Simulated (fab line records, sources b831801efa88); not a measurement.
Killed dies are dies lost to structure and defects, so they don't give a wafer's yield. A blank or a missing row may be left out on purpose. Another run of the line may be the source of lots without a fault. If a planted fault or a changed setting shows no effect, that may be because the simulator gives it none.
2 desks, one fault / flow sfq-line / every desk sees just its own numbers, and what lay behind them comes last

== AT THE TOOL OWNER'S DESK: rie-metal-01 ==
The tool's own readings at SFQ_TRILAYER_M6_BARC_OPEN_METAL_ETCH_206 (etches BARC in O2, target depth 125 nm, time 41.7 s): means of the sampled wafers that have a number, for each lot that ran on this tool. Marked OUT: a lot whose mean sits more than 4 standard deviations from the usual mean, which makes it out of limits; the brackets give that distance.
Columns: A = drypump-motor-current-A at SFQ_TRILAYER_M6_BARC_OPEN_METAL_ETCH_206, usual 5.5 A; B = oes-product-au at SFQ_TRILAYER_M6_BARC_OPEN_METAL_ETCH_206, usual 0.685 a.u.; C = rf-fwd-power-W at SFQ_TRILAYER_M6_BARC_OPEN_METAL_ETCH_206, usual 593.9 W; D = run-length-s at SFQ_TRILAYER_M6_BARC_OPEN_METAL_ETCH_206, usual 70.0 s
lot=L108; first seen here=day 60 12:01; A=5.0; B=0.685; C=594.3; D=70.0
lot=L120; first seen here=day 63 13:46; A=5.8; B=0.780 (+20) OUT; C=591.2; D=64.0 (-18) OUT
lot=L121; first seen here=day 63 17:22; A=5.3; B=0.816 (+28) OUT; C=598.0; D=62.4 (-23) OUT
This desk's verdict: out of limits on L120, L121, starting with L120 at day 63 13:46 (oes-product-au at SFQ_TRILAYER_M6_BARC_OPEN_METAL_ETCH_206). L108: within limits.

== AT THE METROLOGY DESK ==
Means of the sampled wafers that have a number, per lot and without regard to the tool the lot ran on: this is what the gauges read. Marked OUT: a lot whose mean sits more than 4 standard deviations from the usual mean, which makes it out of limits; the brackets give that distance.
Columns: A = M6_NB_RS at SFQ_M6_RS_MEAS_938, usual 0.895 ohm/sq; B = M6_OVL at SFQ_M6_OVL_MEAS_940, usual -1 nm
lot=L106; first seen here=day 57 20:29; A=0.893; B=4
lot=L108; first seen here=day 59 01:43; A=0.896; B=7
lot=L109; first seen here=day 59 02:58; A=0.895; B=1
lot=L120; first seen here=day 62 14:51; A=0.899; B=-2
lot=L121; first seen here=day 62 20:15; A=0.895; B=3
lot=L127; first seen here=day 64 04:09; A=0.899; B=-2
Finding of this desk: none of the 6 lots has anything out of limits.

== BROUGHT TOGETHER ==
At day 63 13:46, on L120, L121, the tool owner's desk was in a position to raise an alarm.
At the metrology desk, nothing out of limits was observed.
The metrology desk holds a record of L120, L121, inside its limits.
The lots listed all ran SFQ_TRILAYER_M6_BARC_OPEN_METAL_ETCH_206 on rie-metal-01.

== WHAT THE SIMULATOR HAD PUT IN ==
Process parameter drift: rie-metal-01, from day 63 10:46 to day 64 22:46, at SFQ_TRILAYER_M6_BARC_OPEN_METAL_ETCH_206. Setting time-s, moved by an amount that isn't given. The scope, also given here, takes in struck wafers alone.
Shown lots that were struck: L120, L121.
Time in hours from fault onset to the first out-of-limits reading at each desk: the tool owner's desk, 3.
